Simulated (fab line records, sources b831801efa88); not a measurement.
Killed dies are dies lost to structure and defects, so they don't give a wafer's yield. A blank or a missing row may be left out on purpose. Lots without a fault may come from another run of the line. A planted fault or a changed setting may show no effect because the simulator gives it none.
fab line records | flow gf180mcu | part 1 of 2: steps 1 to 31 of 41
record lots=5 wafers=15 last_day=34
route steps=602 shown HV_LDD@226 NSD@235 PSD@248 SAB@264
lots that met no fault: from a run of the same line without faults
start_h: hours from the record's first day to the start of the lot's first wafer shown | wait_h: hours since the lot's step before | " the same as in the row above | L1.1+2: a row that stands for several wafers | - no value, or no start given | * or withheld: withheld | < > ~ a bound
route shown NAME@n: a module of which the file shows steps, and the number in the route of the first | usual: mean/standard deviation of fault-free wafers | same: alike in all rows | chamber/n: place in a boat | sites: the reading at each site | _std_site: their standard deviation | _edge_site: outer sites' mean less inner sites' | radius_mm: how far each site lies from the wafer's centre | mask NAME#n: copy n | behind: the tool/chamber that last shaped the wafer | hold: why the lot was held/for how many hours/how that ended | device: the transistor (n, p or np) that didn't switch | end of line: the same wafers' tests at the end of the route | a step without rows: its recipe alone | killed: dies lost to structure and defects at the first sort, not the wafer's yield | map: a wafer's dies, x killed, . not, _ none there
set.NAME: the setting as run; set.NAME@STEP: as run at that earlier step | model.NAME: the simulator's own value behind a step, which no gauge read
lots at some steps of the route; a table a step, a row a wafer
services: from which hour (start_h, from the record's first day; less than 0 if before it) a tool's chamber was out of use, for how many hours, and why
## steps
# step GF_HV_LDD_TW_MEAS_50
# usual HV_LDD_4_TW=575/3.1
# columns lot.wafer tool chamber start_h wait_h HV_LDD_4_TW
L075.1 film_metro-03 - 276.20 0.1 578
L075.2 " - " " 578
L075.3 " - " " 577
L076.3 film_metro-04 - 288.77 0.1 577
L076.4 " - " " 578
L076.6 " - " " 578
L082.2 film_metro-02 - 338.91 0.1 573
L082.5 " - " " 573
L082.6 " - " " 573
L090.4 film_metro-03 - 409.23 0.1 578
L090.5 " - " " 578
L090.6 " - " " 576
L095.3 film_metro-02 - 451.98 0.1 574
L095.4 " - " " 575
L095.5 " - " " 572
# step GF_HV_LDD_CLEAN_51
# recipe chemistry=SC1/SC2 mix=1:4:20 temp_c=70 time_s=150 dry=n2_spin
# usual bath_guard_temp_C=70.2/0.56
# columns lot.wafer tool chamber start_h wait_h bath_guard_temp_C
L075.1 wet_bench-02 0 276.26 0.1 69.8
L075.2 " 0 " " 70.2
L075.3 " 0 " " 70.4
L076.3 wet_bench-01 0 288.81 0.0 70.8
L076.4 " 0 " " 70.8
L076.6 " 0 " " 71.1
L082.2 wet_bench-01 3 338.96 0.0 69.4
L082.5 " 3 " " 69.4
L082.6 " 3 " " 69.8
L090.4 wet_bench-02 0 409.26 0.0 70.8
L090.5 " 0 " " 70.4
L090.6 " 0 " " 70.4
L095.3 wet_bench-04 0 452.02 0.0 70.4
L095.4 " 0 " " 70.2
L095.5 " 0 " " 69.8
# step GF_HV_LDD_RTA_52
# recipe temp_c=1000 time_s=10 ambient=N2
# usual lamp_power_pct=32.3/2.9 wafer_temp_C_max=1006.4/1.3
# columns lot.wafer tool chamber start_h wait_h lamp_power_pct wafer_temp_C_max
L075.1 rtp_anneal-01 0 276.31 0.0 34.9 1004.5
L075.2 " 0 " " 34.9 1004.9
L075.3 " 0 " " 34.8 1005.9
L076.3 rtp_anneal-02 0 288.89 0.0 28.9 1007.0
L076.4 " 0 " " 28.8 1006.7
L076.6 " 0 " " 28.9 1008.0
L082.2 rtp_anneal-01 0 339.02 0.0 34.9 1005.8
L082.5 " 0 " " 34.8 1007.4
L082.6 " 0 " " 34.8 1006.6
L090.4 rtp_anneal-01 0 409.34 0.0 34.8 1006.9
L090.5 " 0 " " 34.8 1007.4
L090.6 " 0 " " 34.9 1006.5
L095.3 rtp_anneal-01 0 452.09 0.0 34.9 1006.4
L095.4 " 0 " " 34.8 1006.4
L095.5 " 0 " " 34.9 1006.2
# step GF_HV_LDD_RS_MEAS_53
# recipe thk_meas_gauge=four-point-probe
# usual HV_LDD_RS=418.6/1
# columns lot.wafer tool chamber start_h wait_h HV_LDD_RS[ohm/sq]
L075.1 film_metro-02 - 276.38 0.1 419.5
L075.2 " - " " 419.5
L075.3 " - " " 419.7
L076.3 film_metro-02 - 288.97 0.1 418.5
L076.4 " - " " 418.6
L076.6 " - " " 420.2
L082.2 film_metro-02 - 339.10 0.1 419.1
L082.5 " - " " 417.9
L082.6 " - " " 418.4
L090.4 film_metro-03 - 409.44 0.1 417.2
L090.5 " - " " 417.5
L090.6 " - " " 417.6
L095.3 film_metro-03 - 452.17 0.1 418.6
L095.4 " - " " 418.3
L095.5 " - " " 417.6
# step GF_HV_LDD_CVD_54
# recipe material=SiO2 target_thk_nm=10 precursor=TEOS temp_c=680 time_s=75 pressure_mtorr=400
# usual susceptor_temp_C=680.0/0.36 zone_power_bottom_pct=14.9/0.46
# columns lot.wafer tool chamber start_h wait_h susceptor_temp_C zone_power_bottom_pct
L075.1 lpcvd-01 1 276.50 0.1 680.2 15.0
L075.2 " 1 " " 680.5 15.1
L075.3 " 1 " " 680.3 15.0
L076.3 lpcvd-02 0 289.53 0.5 679.5 15.0
L076.4 " 0 " " 679.7 15.1
L076.6 " 0 " " 679.8 15.2
L082.2 lpcvd-02 0 339.35 0.2 680.0 14.9
L082.5 " 0 " " 680.2 15.1
L082.6 " 0 " " 680.2 14.9
L090.4 lpcvd-02 0 409.50 0.0 680.6 15.0
L090.5 " 0 " " 680.1 14.8
L090.6 " 0 " " 680.3 15.0
L095.3 lpcvd-02 1 452.25 0.1 679.7 13.9
L095.4 " 1 " " 679.8 14.1
L095.5 " 1 " " 679.6 14.0
# step GF_HV_LDD_THK_MEAS_55
# recipe reads=SiO2_of_HV_LDD_CVD_54
# usual HV_LDD_CVD_54_THK=10.00/0.1
# columns lot.wafer tool chamber start_h wait_h HV_LDD_CVD_54_THK[nm]
L075.1 film_metro-02 - 277.52 0.0 9.96
L075.2 " - " " 10.06
L075.3 " - " " 9.88
L076.3 film_metro-03 - 290.57 0.0 10.04
L076.4 " - " " 10.08
L076.6 " - " " 10.05
L082.2 film_metro-02 - 340.38 0.0 10.02
L082.5 " - " " 9.94
L082.6 " - " " 9.96
L090.4 film_metro-03 - 410.55 0.0 10.00
L090.5 " - " " 10.10
L090.6 " - " " 10.17
L095.3 film_metro-04 - 453.29 0.0 9.97
L095.4 " - " " 9.93
L095.5 " - " " 9.96
# step GF_HV_LDD_CVD_56
# recipe material=Si3N4 precursor=DCS/NH3 target_thk_nm=90 temp_c=770 time_s=1543 pressure_mtorr=250
# usual susceptor_temp_C=769.94/0.29 zone_power_bottom_pct=19.0/0.59
# columns lot.wafer tool chamber start_h wait_h susceptor_temp_C zone_power_bottom_pct
L075.1 lpcvd-02 0 277.58 0.1 769.77 19.1
L075.2 " 0 " " 770.19 19.0
L075.3 " 0 " " 769.73 19.2
L076.3 lpcvd-01 1 290.61 0.0 769.77 19.4
L076.4 " 1 " " 769.42 19.0
L076.6 " 1 " " 770.10 19.5
L082.2 lpcvd-01 0 340.43 0.0 769.01 19.2
L082.5 " 0 " " 769.68 19.5
L082.6 " 0 " " 770.07 19.3
L090.4 lpcvd-02 0 410.58 0.0 769.75 18.9
L090.5 " 0 " " 770.24 18.8
L090.6 " 0 " " 770.09 19.0
L095.3 lpcvd-01 0 453.33 0.0 769.44 19.1
L095.4 " 0 " " 769.43 19.9
L095.5 " 0 " " 768.86 19.4
# step GF_HV_LDD_THK_MEAS_57
# recipe reads=Si3N4_of_HV_LDD_CVD_56
# usual HV_LDD_CVD_56_THK=90.0/0.89
# columns lot.wafer tool chamber start_h wait_h HV_LDD_CVD_56_THK[nm]
L075.1 film_metro-04 - 279.01 0.0 89.4
L075.2 " - " " 89.2
L075.3 " - " " 89.3
L076.3 film_metro-03 - 292.05 0.0 89.0
L076.4 " - " " 88.7
L076.6 " - " " 88.9
L082.2 film_metro-04 - 341.86 0.0 90.0
L082.5 " - " " 89.8
L082.6 " - " " 90.3
L090.4 film_metro-04 - 412.08 0.1 91.3
L090.5 " - " " 90.5
L090.6 " - " " 90.8
L095.3 film_metro-02 - 454.78 0.0 92.1
L095.4 " - " " 91.8
L095.5 " - " " 92.4
# step GF_HV_LDD_ETCHBACK_58
# recipe chemistry=CH3F/O2 target=Si3N4 stop_on=SiO2 source_w=400 bias_w=80 pressure_mtorr=25 ch3f_flow_sccm=40 O2_flow_sccm=30 time_s=100 target_depth_a=900
# usual drypump_motor_current_A=5.7/0.4 oes_product_au=0.843/0.0067 throttle_valve_pct=10.562/0.01
# columns lot.wafer tool chamber start_h wait_h drypump_motor_current_A oes_product_au rf_hours_counter_h throttle_valve_pct
L075.1 rie_diel-01 2 279.07 0.1 5.6 0.834 57 10.558
L075.2 " 3 " " 6.0 0.835 0 10.564
L075.3 " 0 " " 5.0 0.836 90 10.571
L076.3 rie_diel-02 0 292.09 0.0 5.3 0.838 46 10.572
L076.4 " 1 " " 5.2 0.838 - 10.566
L076.6 " 0 " " 5.3 0.833 - 10.569
L082.2 rie_diel-02 2 341.91 0.0 6.3 0.841 1 10.572
L082.5 " 2 " " 6.3 0.832 - 10.555
L082.6 " 3 " " 5.5 0.842 - 10.565
L090.4 rie_diel-04 2 412.11 0.0 6.3 0.842 90 10.587
L090.5 " 2 " " 6.3 0.843 - 10.552
L090.6 " 3 " " 5.7 0.848 - 10.560
L095.3 rie_diel-02 1 454.82 0.0 5.2 0.853 2 10.546
L095.4 " 0 " " 5.3 0.856 51 10.561
L095.5 " 0 " " 5.3 0.861 - 10.569
# step GF_NSD_DEHYDRATE_00
# recipe temp_c=200 time_s=60
# columns lot.wafer tool chamber start_h wait_h
L075.1+2+3 litho_track-03 0 288.27 9.2
L076.3+4+6 litho_track-03 0 301.52 9.4
L082.2+5+6 litho_track-03 0 352.85 10.9
L090.4+5+6 litho_track-01 0 423.49 11.3
L095.3+4+5 litho_track-01 0 466.21 11.4
# step GF_NSD_HMDS_01
# recipe prime_time_s=60 prime_temp_c=120
# columns lot.wafer tool chamber start_h wait_h
L075.1+2+3 litho_track-03 0 288.42 0.1
L076.3+4+6 litho_track-03 0 301.67 0.1
L082.2+5+6 litho_track-03 0 353.00 0.1
L090.4+5+6 litho_track-01 0 423.64 0.1
L095.3+4+5 litho_track-01 0 466.36 0.1
# step GF_NSD_COAT_02
# recipe resist=NOVOLAK spin_rpm=3000 resist_thk_nm=1009
# columns lot.wafer tool chamber start_h wait_h
L075.1+2+3 litho_track-03 0 288.57 0.1
L076.3+4+6 litho_track-03 0 301.82 0.1
L082.2+5+6 litho_track-03 0 353.15 0.1
L090.4+5+6 litho_track-01 0 423.79 0.1
L095.3+4+5 litho_track-01 0 466.51 0.1
# step GF_NSD_SOFTBAKE_03
# recipe temp_c=90 time_s=60 resist=NOVOLAK
# columns lot.wafer tool chamber start_h wait_h
L075.1+2+3 litho_track-03 0 288.72 0.1
L076.3+4+6 litho_track-03 0 301.97 0.1
L082.2+5+6 litho_track-03 0 353.30 0.1
L090.4+5+6 litho_track-01 0 423.94 0.1
L095.3+4+5 litho_track-01 0 466.66 0.1
# step GF_NSD_EXPOSE_04
# recipe mask_id=Nplus target_cd_nm=400 na=0.6 source_shape=conventional sigma_outer=0.6 dose_mj=140
# same na=0.6
# columns lot.wafer tool chamber start_h wait_h mask
L075.1+2+3 iline_stepper-01 0 - - Nplus#0
L076.3+4+6 iline_stepper-02 0 - - Nplus#0
L082.2+5+6 iline_stepper-02 0 - - Nplus#0
L090.4+5+6 iline_stepper-02 0 - - Nplus#0
L095.3+4+5 iline_stepper-02 0 - - Nplus#0
# step GF_NSD_PEB_05
# recipe temp_c=withheld time_s=* resist=NOVOLAK
# columns lot.wafer tool chamber start_h wait_h
L075.1+2+3 litho_track-01 0 - -
L076.3+4+6 litho_track-03 0 - -
L082.2+5+6 litho_track-03 0 - -
L090.4+5+6 litho_track-03 0 - -
L095.3+4+5 litho_track-03 0 - -
# step GF_NSD_DEVELOP_06
# recipe develop_time_s=60 dev_temp_c=23
# columns lot.wafer tool chamber start_h wait_h
L075.1+2+3 litho_track-01 0 298.62 0.1
L076.3+4+6 litho_track-03 0 312.02 0.1
L082.2+5+6 litho_track-03 0 363.30 0.1
L090.4+5+6 litho_track-03 0 436.10 0.1
L095.3+4+5 litho_track-03 0 478.87 0.1
# step GF_NSD_CD_MEAS_07
# recipe target_cd_nm=400
# usual cd_nm=399.3/2.3
# columns lot.wafer tool chamber start_h wait_h cd_nm
L075.1 cd_sem-01 - 298.77 0.1 396.2
L075.2 " - " " 397.3
L075.3 " - " " 397.3
L076.3 cd_sem-02 - 312.16 0.1 403.5
L076.4 " - " " 401.1
L076.6 " - " " 403.2
L082.2 cd_sem-02 - 363.44 0.1 401.4
L082.5 " - " " 402.2
L082.6 " - " " 399.2
L090.4 cd_sem-02 - 436.23 0.1 400.1
L090.5 " - " " 400.7
L090.6 " - " " 404.6
L095.3 cd_sem-02 - 479.01 0.1 398.8
L095.4 " - " " 397.4
L095.5 " - " " 398.3
# step GF_NSD_OVL_MEAS_08
# usual NSD_OVL=-0.3/1.4
# columns lot.wafer tool chamber start_h wait_h NSD_OVL[nm]
L075.1 overlay-01 - 298.89 0.1 2.4
L075.2 " - " " 0.9
L075.3 " - " " 3.7
L076.3 overlay-01 - 312.25 0.1 -2.8
L076.4 " - " " -2.9
L076.6 " - " " -0.5
L082.2 overlay-01 - 363.55 0.1 -1.1
L082.5 " - " " -0.9
L082.6 " - " " 0.9
L090.4 overlay-01 - 436.31 0.1 0.7
L090.5 " - " " 0.4
L090.6 " - " " 1.3
L095.3 overlay-01 - 479.10 0.1 -0.1
L095.4 " - " " -1.1
L095.5 " - " " -1.4
# step GF_NSD_IMPLANT_09
# recipe species=As energy_kev=60 dose_cm2=4e+15 tilt_deg=7
# usual end_station_pressure_torr=1.32e-05/7.7e-07
# columns lot.wafer tool chamber start_h wait_h end_station_pressure_torr
L075.1 implanter-04 0 298.92 0.0 1.19e-05
L075.2 " 0 " " 1.27e-05
L075.3 " 0 " " 1.34e-05
L076.3 implanter-03 0 312.33 0.1 1.31e-05
L076.4 " 0 " " 1.47e-05
L076.6 " 0 " " 1.42e-05
L082.2 implanter-03 0 363.60 0.0 1.37e-05
L082.5 " 0 " " 1.24e-05
L082.6 " 0 " " 1.33e-05
L090.4 implanter-03 0 436.40 0.1 1.23e-05
L090.5 " 0 " " 1.51e-05
L090.6 " 0 " " 1.37e-05
L095.3 implanter-03 0 479.18 0.1 1.23e-05
L095.4 " 0 " " 1.38e-05
L095.5 " 0 " " 1.38e-05
# step GF_NSD_IMPLANT_10
# recipe species=P energy_kev=40 dose_cm2=5e+14 tilt_deg=7
# usual end_station_pressure_torr=7.3e-06/3.7e-07
# columns lot.wafer tool chamber start_h wait_h end_station_pressure_torr
L075.1 implanter-04 0 299.07 0.1 7.5e-06
L075.2 " 0 " " 6.9e-06
L075.3 " 0 " " 7e-06
L076.3 implanter-03 0 312.48 0.1 6.6e-06
L076.4 " 0 " " 7.8e-06
L076.6 " 0 " " 7.3e-06
L082.2 implanter-03 0 363.75 0.1 6.6e-06
L082.5 " 0 " " 7.8e-06
L082.6 " 0 " " 6.9e-06
L090.4 implanter-03 0 436.55 0.1 8.4e-06
L090.5 " 0 " " 7.8e-06
L090.6 " 0 " " 6.5e-06
L095.3 implanter-03 0 479.33 0.1 7e-06
L095.4 " 0 " " 7.4e-06
L095.5 " 0 " " 7.7e-06
# step GF_NSD_STRIP_11
# recipe chemistry=O2/N2 power_w=1400 pressure_mtorr=1500 platen_temp_c=250 o2_flow_sccm=3000 n2_flow_sccm=300 overash_fraction=0.5
# usual drypump_motor_current_A=5.78/0.28 heater_power_w=324/36 oes_product_au=0.488/0.0044 strip_time_to_endpoint_s=23.07/0.034
# columns lot.wafer tool chamber start_h wait_h drypump_motor_current_A heater_power_w oes_product_au rf_hours_counter_h strip_time_to_endpoint_s
L075.1 plasma_asher-02 1 299.22 0.1 5.94 356 0.494 67 23.04
L075.2 " 0 " " 6.03 288 0.487 67 23.06
L075.3 " 0 " " 6.04 290 0.489 - 23.10
L076.3 plasma_asher-03 1 312.61 0.1 5.43 287 0.482 - 23.07
L076.4 " 0 " " 5.47 378 0.486 - 23.05
L076.6 " 0 " " 5.44 365 0.492 - 23.09
L082.2 plasma_asher-03 1 363.88 0.1 5.45 293 0.488 78 23.05
L082.5 " 0 " " 5.48 374 0.480 - 23.09
L082.6 " 1 " " 5.45 291 0.488 - 23.09
L090.4 plasma_asher-01 1 436.66 0.1 6.15 315 0.493 - 23.01
L090.5 " 0 " " 6.00 319 0.484 - 23.08
L090.6 " 1 " " 6.15 329 0.486 - 23.05
L095.3 plasma_asher-01 0 479.46 0.1 6.00 310 0.483 - 23.07
L095.4 " 1 " " 6.15 332 0.489 - 23.09
L095.5 " 0 " " 6.03 325 0.484 - 23.05
# step GF_NSD_TW_MEAS_12
# usual NSD_TW=4284/25
# columns lot.wafer tool chamber start_h wait_h NSD_TW
L075.1 film_metro-03 - 299.32 0.1 4309
L075.2 " - " " 4293
L075.3 " - " " 4298
L076.3 film_metro-03 - 312.70 0.1 4283
L076.4 " - " " 4275
L076.6 " - " " 4265
L082.2 film_metro-01 - 363.99 0.1 4290
L082.5 " - " " 4300
L082.6 " - " " 4281
L090.4 film_metro-04 - 436.76 0.1 4309
L090.5 " - " " 4306
L090.6 " - " " 4294
L095.3 film_metro-01 - 479.55 0.1 4262
L095.4 " - " " 4247
L095.5 " - " " 4252
# step GF_PSD_DEHYDRATE_00
# recipe temp_c=200 time_s=60
# columns lot.wafer tool chamber start_h wait_h
L075.1+2+3 litho_track-02 0 309.30 10.0
L076.3+4+6 litho_track-03 0 321.82 9.1
L082.2+5+6 litho_track-02 0 375.38 11.4
L090.4+5+6 litho_track-02 0 448.48 11.7
L095.3+4+5 litho_track-03 0 490.52 11.0
# step GF_PSD_HMDS_01
# recipe prime_time_s=60 prime_temp_c=120
# columns lot.wafer tool chamber start_h wait_h
L075.1+2+3 litho_track-02 0 309.45 0.1
L076.3+4+6 litho_track-03 0 321.97 0.1
L082.2+5+6 litho_track-02 0 375.53 0.1
L090.4+5+6 litho_track-02 0 448.63 0.1
L095.3+4+5 litho_track-03 0 490.67 0.1
# step GF_PSD_COAT_02
# recipe resist=NOVOLAK spin_rpm=3000 resist_thk_nm=1000
# columns lot.wafer tool chamber start_h wait_h
L075.1+2+3 litho_track-02 0 309.60 0.1
L076.3+4+6 litho_track-03 0 322.12 0.1
L082.2+5+6 litho_track-02 0 375.68 0.1
L090.4+5+6 litho_track-02 0 448.78 0.1
L095.3+4+5 litho_track-03 0 490.82 0.1
# step GF_PSD_SOFTBAKE_03
# recipe temp_c=90 time_s=60 resist=NOVOLAK
# columns lot.wafer tool chamber start_h wait_h
L075.1+2+3 litho_track-02 0 309.75 0.1
L076.3+4+6 litho_track-03 0 322.27 0.1
L082.2+5+6 litho_track-02 0 375.83 0.1
L090.4+5+6 litho_track-02 0 448.93 0.1
L095.3+4+5 litho_track-03 0 490.97 0.1
# step GF_PSD_EXPOSE_04
# recipe mask_id=Pplus target_cd_nm=400 na=0.6 source_shape=conventional sigma_outer=0.6 dose_mj=140
# same na=0.6
# columns lot.wafer tool chamber start_h wait_h mask
L075.1+2+3 iline_stepper-01 0 - - Pplus#0
L076.3+4+6 iline_stepper-01 0 - - Pplus#0
L082.2+5+6 iline_stepper-02 0 - - Pplus#0
L090.4+5+6 iline_stepper-02 0 - - Pplus#0
L095.3+4+5 iline_stepper-02 0 - - Pplus#0
# step GF_PSD_PEB_05
# recipe temp_c=withheld time_s=* resist=NOVOLAK
# columns lot.wafer tool chamber start_h wait_h
L075.1+2+3 litho_track-01 0 - -
L076.3+4+6 litho_track-02 0 - -
L082.2+5+6 litho_track-03 0 - -
L090.4+5+6 litho_track-02 0 - -
L095.3+4+5 litho_track-02 0 - -
# step GF_PSD_DEVELOP_06
# recipe develop_time_s=60 dev_temp_c=23
# columns lot.wafer tool chamber start_h wait_h
L075.1+2+3 litho_track-01 0 320.17 0.1
L076.3+4+6 litho_track-02 0 332.75 0.1
L082.2+5+6 litho_track-03 0 386.40 0.1
L090.4+5+6 litho_track-02 0 460.98 0.1
L095.3+4+5 litho_track-02 0 502.15 0.1
# step GF_PSD_CD_MEAS_07
# recipe target_cd_nm=400
# usual cd_nm=399.7/2.7
# columns lot.wafer tool chamber start_h wait_h cd_nm
L075.1 cd_sem-01 - 320.32 0.1 401.6
L075.2 " - " " 397.8
L075.3 " - " " 400.5
L076.3 cd_sem-01 - 332.89 0.1 397.1
L076.4 " - " " 396.8
L076.6 " - " " 397.1
L082.2 cd_sem-02 - 386.54 0.1 405.9
L082.5 " - " " 405.0
L082.6 " - " " 405.8
L090.4 cd_sem-01 - 461.11 0.1 398.8
L090.5 " - " " 400.4
L090.6 " - " " 398.5
L095.3 cd_sem-01 - 502.29 0.1 404.1
L095.4 " - " " 404.6
L095.5 " - " " 405.8
# step GF_PSD_OVL_MEAS_08
# usual PSD_OVL=-0.7/1.5
# columns lot.wafer tool chamber start_h wait_h PSD_OVL[nm]
L075.1 overlay-02 - 320.44 0.1 -1.4
L075.2 " - " " -0.6
L075.3 " - " " 0.3
L076.3 overlay-01 - 332.98 0.1 -0.8
L076.4 " - " " 0.1
L076.6 " - " " -1.9
L082.2 overlay-02 - 386.65 0.1 -1.9
L082.5 " - " " -0.6
L082.6 " - " " -1.6
L090.4 overlay-02 - 461.19 0.1 -3.7
L090.5 " - " " -3.5
L090.6 " - " " -0.4
L095.3 overlay-01 - 502.38 0.1 -3.7
L095.4 " - " " -1.3
L095.5 " - " " -1.9
